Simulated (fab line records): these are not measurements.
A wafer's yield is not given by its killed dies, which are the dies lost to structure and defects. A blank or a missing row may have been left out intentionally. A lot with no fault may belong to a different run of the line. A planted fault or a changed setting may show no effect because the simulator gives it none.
Problem report in the 8D (eight disciplines) form, filled by code / flow sfq_line / the parts of the form that need people (team, actions taken, sign-off) are left out

1. THE PROBLEM
Mean of run_length_s at SFQ_TRILAYER_I1_DEP_PECVD_045: 158.6 s across 3 wafers in 2 lots; on wafers with no fault it is 138.9 s (standard deviation 0.6). Relative to the usual mean, that is a shift of +33 standard deviations.
The step: deposits SiO2 from SiH4/N2O, time 111.11 s, target thk 500 nm.
First seen on wafer L737.5, day 26 07:52, on pecvd-01. At this step, 42 wafers from 14 lots have a number in the record. By rule, "out" or "out of limits" means more than 4 standard deviations away from the usual mean. All remaining wafers that have a number are taken as sound.

2. WHAT IT IS, WHAT IT ISN'T
question=which readings at this step | is=run_length_s | is not=heater_power_w, throttle_valve_pct
question=which lots | is=L737, L739 | is not=L727, L729, L731, L732, L733, L735, L736, L744, L745, L747, L749, L750
question=which wafers of those lots | is=L737.5, L739.1, L739.4 | is not=L737.1, L737.6, L739.6
question=read on which tools | is=pecvd-01 | is not=pecvd-03, pecvd-04
question=when | is=from day 26 07:52 | is not=up to then (23 sound wafers); but 16 sound wafers of L739, L744, L745, L747, L749, L750 came after

3. SUSPECTS, AND WHAT RULES EACH OUT
Counting: a tool at a process step up to the reading stays a suspect if it ran every lot that is out. Sound lots after the first of them don't rule it out here, since some wafers of a struck lot are sound.
- pecvd-01 at SFQ_TRILAYER_I1_DEP_PECVD_045 (deposits SiO2 from SiH4/N2O, time 111.11 s, target thk 500 nm): kept. It ran every lot that is out, first L737 (day 26 07:52); its last sound lot up to then is L736 (day 25 19:52). Out on those wafers are its own readings of run_length_s.
- In pecvd-01 at SFQ_TRILAYER_I1_DEP_PECVD_045, the wafers that are out were processed in chamber 2 and their sound lot-mates in chambers 0, 1.
Remaining after the count: pecvd-01 at SFQ_TRILAYER_I1_DEP_PECVD_045.

4. THE CAUSE (what the simulator had put in)
pecvd-01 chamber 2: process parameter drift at SFQ_TRILAYER_I1_DEP_PECVD_045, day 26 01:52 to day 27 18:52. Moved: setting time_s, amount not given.
After counting, this tool was the only one left.

5. THE EFFECT CHAIN, in route order
One row per reading whose mean, taken over the struck wafers that have a number, lies over 3 standard deviations from the usual. Only readings whose record carries a usual standard deviation are examined. hours: median over the lots of the time between each lot's start at the first step of this table that gives one and its start at this step. sigmas: the change, counted in usual standard deviations.
hours=0; step=SFQ_TRILAYER_I1_DEP_PECVD_045; reading=run_length_s; usual=138.9 s; on struck wafers=158.6; change=+19.7; sigmas=+33
hours=3; step=SFQ_TRILAYER_I1_CMP_CMP_046; reading=time_to_endpoint_s; usual=212 s; on struck wafers=275; change=+63; sigmas=+9.2
Its process steps:
- SFQ_TRILAYER_I1_DEP_PECVD_045: deposits SiO2 from SiH4/N2O, time 111.11 s, target thk 500 nm.
- SFQ_TRILAYER_I1_CMP_CMP_046: polishes SiO2.

6. WHAT WOULD HAVE CAUGHT IT SOONER
In this record no reading fell out of limits until day 26 07:52, 6 hours after the fault had begun at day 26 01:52.
